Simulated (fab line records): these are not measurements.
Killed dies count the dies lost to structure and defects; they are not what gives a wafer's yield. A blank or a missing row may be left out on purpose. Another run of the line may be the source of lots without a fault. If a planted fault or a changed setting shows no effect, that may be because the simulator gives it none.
Which of the tools did it? | flow gf180mcu | Sampling: 24 lots, 72 wafers, 2 of 602 route steps

== WHAT EACH GAUGE READ, for each wafer ==
GF_V2_THK_MEAS_25: measures by xrf. Usual: V2_W_THK gives 352 nm (standard deviation 5.2).
lot  | measured     | on            | V2_W_THK (nm) | flag
L074 | day 20 06:32 | film metro-03 | 347 350 354   |
L075 | day 20 13:37 | film metro-04 | 351 354 356   |
L076 | day 21 02:13 | film metro-04 | 346 346 346   |
L077 | day 21 14:52 | film metro-03 | 348 345 352   |
L078 | day 21 21:26 | film metro-04 | 345 345 349   |
L079 | day 22 08:29 | film metro-01 | 350 350 352   |
L080 | day 22 19:20 | film metro-04 | 351 351 349   |
L081 | day 23 06:20 | film metro-01 | 348 351 358   |
L082 | day 23 13:06 | film metro-04 | 353 355 348   |
L083 | day 23 19:18 | film metro-03 | 351 352 351   |
L084 | day 24 06:17 | film metro-04 | 350 345 350   |
L085 | day 24 07:49 | film metro-04 | 348 344 352   |
L086 | day 25 02:25 | film metro-03 | 345 354 349   |
L087 | day 25 03:40 | film metro-01 | 357 357 359   |
L088 | day 25 11:28 | film metro-04 | 345 353 352   |
L089 | day 25 17:11 | film metro-01 | 363 359 361   |
L090 | day 26 03:13 | film metro-01 | 353 358 354   |
L091 | day 26 07:26 | film metro-03 | 357 357 354   |
L092 | day 26 15:42 | film metro-04 | 346 347 344   |
L093 | day 26 21:29 | film metro-04 | 351 351 349   |
L094 | day 27 06:42 | film metro-01 | 355 356 355   |
L095 | day 27 10:26 | film metro-03 | 347 348 346   |
L096 | day 27 17:28 | film metro-03 | 355 343 349   |
L097 | day 27 23:33 | film metro-01 | 358 363 358   |

== TOOL THAT RAN EACH LOT (tool first, then ch and the chambers of the sampled wafers, then the start) ==
lot  | GF_V1_CVD_23
L074 | cvd w-01 ch 0,1, day 18 02:17
L075 | cvd w-01 ch 0,1, day 18 10:16
L076 | cvd w-01 ch 0,1, day 18 22:47
L077 | cvd w-01 ch 0,1, day 19 10:38
L078 | cvd w-01 ch 0,1, day 19 17:46
L079 | cvd w-01 ch 0,1, day 20 05:26
L080 | cvd w-02 ch 0,1, day 20 16:08
L081 | cvd w-02 ch 0,1, day 21 03:16
L082 | cvd w-01 ch 1, day 21 10:26
L083 | cvd w-02 ch 0,1, day 21 18:06
L084 | cvd w-02 ch 0,1, day 22 04:28
L085 | cvd w-02 ch 0,1, day 22 07:18
L086 | cvd w-01 ch 0,1, day 23 02:12
L087 | cvd w-02 ch 0,1, day 23 04:15
L088 | cvd w-01 ch 0,1, day 23 12:26
L089 | cvd w-01 ch 0,1, day 23 18:39
L090 | cvd w-01 ch 0,1, day 24 04:32
L091 | cvd w-01 ch 0, day 24 09:25
L092 | cvd w-02 ch 0,1, day 24 16:59
L093 | cvd w-01 ch 0, day 24 23:16
L094 | cvd w-02 ch 0, day 25 09:10
L095 | cvd w-02 ch 0,1, day 25 14:19
L096 | cvd w-02 ch 0,1, day 25 20:22
L097 | cvd w-02 ch 0,1, day 26 02:37
- GF_V1_CVD_23: deposits W, target thk 350 nm, time 105.05 s.

== WHAT THE TOOLS THEMSELVES READ (means of the sampled wafers that have a number; where no wafer has one, the mark that the record gives instead) ==
GF_V1_CVD_23. Usual: heater power w 823 W, standard deviation 53.
lot  | tool     | heater power w (W) | flag
L074 | cvd w-01 | 767                |
L075 | cvd w-01 | 821                |
L076 | cvd w-01 | 766                |
L077 | cvd w-01 | 781                |
L078 | cvd w-01 | 786                |
L079 | cvd w-01 | 781                |
L080 | cvd w-02 | 863                |
L081 | cvd w-02 | 864                |
L082 | cvd w-01 | 747                |
L083 | cvd w-02 | 850                |
L084 | cvd w-02 | 861                |
L085 | cvd w-02 | 868                |
L086 | cvd w-01 | 783                |
L087 | cvd w-02 | 862                |
L088 | cvd w-01 | 824                |
L089 | cvd w-01 | 812                |
L090 | cvd w-01 | 813                |
L091 | cvd w-01 | 868                |
L092 | cvd w-02 | 864                |
L093 | cvd w-01 | 834                |
L094 | cvd w-02 | 824                |
L095 | cvd w-02 | 875                |
L096 | cvd w-02 | 870                |
L097 | cvd w-02 | 860                |

== THE ANSWER, worked out from the rows above alone ==
Rule: take the mean of a lot's wafers that have a number; if it is more than 3 standard deviations from the usual mean, the lot is off. Also off: a lot with no number at a reading for which 4 or more lots have one. The other lots that the step has rows for count as sound. First the gauges in route order, then the tools' own readings, where a lot's mean is used as printed above. The first step at which some lot is off is used, and at that step the reading that is off furthest; a lot without a number counts as furthest.
No lot is off at any reading shown: from this, nothing can be told.

== WHAT HAD BEEN PUT IN BY THE SIMULATOR ==
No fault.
